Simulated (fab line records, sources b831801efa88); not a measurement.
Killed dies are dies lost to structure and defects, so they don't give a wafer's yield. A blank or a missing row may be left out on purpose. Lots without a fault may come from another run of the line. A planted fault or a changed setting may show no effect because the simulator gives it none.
Problem report in the 8D (eight disciplines) form, filled by code | flow gf180mcu | the parts of the form that need people (team, actions taken, sign-off) are left out

1. THE PROBLEM
chamber_pressure_pa at GF_M1_SPUTTER_04 reads a mean of 0.3281 Pa on 6 wafers of 2 lots; wafers without a fault read 0.4001 Pa with a standard deviation of 0.00086. That is -84 standard deviations from the usual mean.
The step: material TiN, target thk 50 nm, time 41.7 s.
First seen on wafer L228.2, day 19 20:49, on pvd_sputter-02. The record holds 36 wafers of 12 lots with a number at this step. Rule for "out", or "out of limits": more than 4 standard deviations from the usual mean. The other wafers with a number count as sound.

2. WHAT IT IS AND WHAT IT IS NOT
question                    | is                     | is not
which readings at this step | chamber_pressure_pa    | -
which lots                  | L228, L229             | L219, L220, L221, L230, L234, L236, L237, L238, L239, L240
which wafers of those lots  | all that have a number | -
read on which tools         | pvd_sputter-02         | pvd_sputter-03, pvd_sputter-04
when                        | from day 19 20:49      | up to then (9 sound wafers); but 21 sound wafers of L230, L234, L236, L237, L238, L239, L240 came after

3. SUSPECTS, AND WHAT RULES EACH OUT
Counting: a tool at a process step up to the reading stays a suspect if it ran every lot that is out and no sound lot after the first of them.
- pvd_sputter-02 at GF_M1_SPUTTER_04 (material TiN, target thk 50 nm, time 41.7 s): ruled out as a lasting fault. Sound lots L240 ran on it after its first lot that is out, L228 (day 19 20:49).
Left after counting: nothing in the record.

4. THE CAUSE (what the simulator had put in)
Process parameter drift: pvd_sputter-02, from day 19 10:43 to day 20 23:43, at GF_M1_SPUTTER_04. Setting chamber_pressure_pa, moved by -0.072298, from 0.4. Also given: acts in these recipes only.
Counting ruled it out, wrongly.

5. THE CHAIN OF EFFECTS, in route order
Each row: a reading whose mean over the struck wafers that have a number lies more than 3 standard deviations from the usual. Only readings for which the record gives a usual standard deviation are gone through. hours: the time from each lot's start at the first step in this table that gives one to its start at this step, as a median over the lots. sigmas: the change in usual standard deviations.
hours | step             | reading             | usual     | on struck wafers | change  | sigmas
0     | GF_M1_SPUTTER_04 | chamber_pressure_pa | 0.4001 Pa | 0.3281           | -0.0720 | -84
The process steps in it:
- GF_M1_SPUTTER_04: material TiN, target thk 50 nm, time 41.7 s.

6. WHAT WOULD HAVE CAUGHT IT SOONER
In this record the first reading out of limits was taken at day 19 20:49, 10 hours after the fault began at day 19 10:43.
